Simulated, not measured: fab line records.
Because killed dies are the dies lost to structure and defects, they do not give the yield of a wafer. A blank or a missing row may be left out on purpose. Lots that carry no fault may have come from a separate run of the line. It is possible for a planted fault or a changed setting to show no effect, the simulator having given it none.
Chamber matching + flow sky130 + SKY_LI_CONTACT_CMP_24 on cmp-02 has 4 sister chambers
The step polishes, stops on PSG, t overpolish 20 s, target thk 0 nm. 48 wafers are shown with their chamber, then 12 later ones without.

## WAFERS, EACH WITH ITS CHAMBER
| wafer  | chamber | motor current A (A) | time to endpoint s (s) | overpolish run s (s) |
|--------|---------|---------------------|------------------------|----------------------|
| L074.1 | 3       | 11.7                | 97                     | 19.994               |
| L074.4 | 0       | 10.5                | 93                     | 20.003               |
| L074.5 | 1       | 10.0                | 96                     | 20.013               |
| L075.4 | 2       | 14.0                | 95                     | 19.990               |
| L075.5 | 0       | 10.3                | 91                     | 19.997               |
| L075.6 | 1       | 10.1                | 95                     | 19.983               |
| L076.2 | 2       | 13.4                | 93                     | 19.990               |
| L076.4 | 1       | 9.6                 | 97                     | 19.994               |
| L076.6 | 0       | 10.4                | 96                     | 20.002               |
| L077.2 | 2       | 13.0                | 95                     | 20.006               |
| L077.3 | 3       | 11.2                | 95                     | 20.001               |
| L077.4 | 0       | 10.5                | 94                     | 19.997               |
| L078.3 | 2       | 14.0                | 96                     | 20.008               |
| L078.4 | 0       | 10.3                | 95                     | 19.996               |
| L078.5 | 2       | 13.4                | 92                     | 19.987               |
| L078.1 | 3       | 10.9                | 95                     | 19.996               |
| L078.2 | 1       | 10.1                | 102                    | 19.998               |
| L078.6 | 3       | 11.4                | 98                     | 19.988               |
| L079.1 | 0       | 10.3                | 96                     | 20.019               |
| L079.3 | 3       | 11.8                | 97                     | 19.999               |
| L079.6 | 0       | 10.9                | 96                     | 19.999               |
| L083.1 | 2       | 12.8                | 91                     | 20.002               |
| L083.3 | 0       | 10.5                | 94                     | 20.002               |
| L083.6 | 3       | 11.7                | 93                     | 20.012               |
| L086.2 | 2       | 12.7                | 95                     | 20.015               |
| L086.3 | 3       | 11.2                | 97                     | 19.987               |
| L086.5 | 0       | 10.6                | 97                     | 20.000               |
| L088.1 | 3       | 11.2                | 100                    | 20.008               |
| L088.2 | 2       | 13.9                | 91                     | 19.991               |
| L088.3 | 1       | 9.9                 | 100                    | 19.998               |
| L088.4 | 0       | 9.6                 | 92                     | 20.008               |
| L088.5 | 3       | 11.1                | 99                     | 20.003               |
| L088.6 | 0       | 10.2                | 93                     | 19.996               |
| L089.1 | 3       | 11.8                | 94                     | 19.992               |
| L089.3 | 2       | 13.3                | 93                     | 19.994               |
| L089.6 | 3       | 11.6                | 98                     | 19.986               |
| L089.2 | 0       | 10.0                | 90                     | 20.012               |
| L089.4 | 1       | 10.0                | 97                     | 19.982               |
| L089.5 | 2       | 13.8                | 94                     | 19.993               |
| L090.1 | 2       | 13.2                | 91                     | 19.985               |
| L090.2 | 3       | 11.4                | 98                     | 20.006               |
| L090.5 | 3       | 12.0                | 100                    | 20.002               |
| L092.2 | 0       | 10.3                | 95                     | 19.996               |
| L092.4 | 2       | 12.9                | 89                     | 20.020               |
| L092.6 | 0       | 10.8                | 94                     | 20.016               |
| L097.1 | 0       | 10.8                | 95                     | 19.986               |
| L097.5 | 3       | 11.5                | 96                     | 20.004               |
| L097.6 | 0       | 10.1                | 94                     | 20.007               |

SIGNATURES, as means of the wafers listed above
| reading            | chamber 0 | chamber 1 | chamber 2 | chamber 3 | scatter within a chamber |
|--------------------|-----------|-----------|-----------|-----------|--------------------------|
| motor current A    | 10.381    | 9.950     | 13.367    | 11.464    | 0.354                    |
| time to endpoint s | 94.06     | 97.83     | 92.92     | 96.93     | 2.13                     |
| overpolish run s   | 20.00225  | 19.99467  | 19.99842  | 19.99843  | 0.0096                   |
Rule: for a wafer and a chamber, the distance is found by dividing, reading by reading, the gap between the wafer's reading and the chamber's mean by the reading's scatter, squaring, summing and taking the root. The wafer belongs to the nearest chamber; if the next one is less than 2 further off, it can't be placed. The scatter is the square root of a quotient: the sum, over the shown wafers, of each reading's squared deviation from its chamber's mean, divided by wafers minus chambers.

## WAFERS WHOSE CHAMBER IS MISSING
| wafer  | motor current A (A) | time to endpoint s (s) | overpolish run s (s) |
|--------|---------------------|------------------------|----------------------|
| L094.2 | 10.2                | 97                     | 19.991               |
| L094.3 | 11.4                | 100                    | 19.992               |
| L094.4 | 10.4                | 94                     | 19.992               |
| L094.1 | 13.5                | 90                     | 20.003               |
| L094.5 | 12.7                | 90                     | 20.018               |
| L094.6 | 10.4                | 99                     | 19.996               |
| L096.1 | 9.7                 | 95                     | 19.995               |
| L096.2 | 12.8                | 93                     | 19.994               |
| L096.5 | 10.6                | 93                     | 19.999               |
| L095.1 | 12.7                | 93                     | 20.006               |
| L095.3 | 10.0                | 93                     | 19.996               |
| L095.5 | 9.7                 | 97                     | 19.994               |

## WHICH CHAMBER EACH ONE RAN IN
| wafer  | from the rows above          | in truth |
|--------|------------------------------|----------|
| L094.2 | can't be placed: 1 or 0      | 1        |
| L094.3 | 3                            | 3        |
| L094.4 | can't be placed: 0 or 1      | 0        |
| L094.1 | 2                            | 2        |
| L094.5 | 2                            | 2        |
| L094.6 | can't be placed: 1 or 0 or 3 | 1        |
| L096.1 | can't be placed: 1 or 0      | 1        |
| L096.2 | 2                            | 2        |
| L096.5 | 0                            | 0        |
| L095.1 | can't be placed: 2 or 3      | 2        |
| L095.3 | can't be placed: 0 or 1      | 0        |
| L095.5 | can't be placed: 1 or 0      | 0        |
Correct placement for 5 of the 12. Can't be placed from these rows: 7 (the true chamber is among the candidates in 7). Wrongly placed: 0.
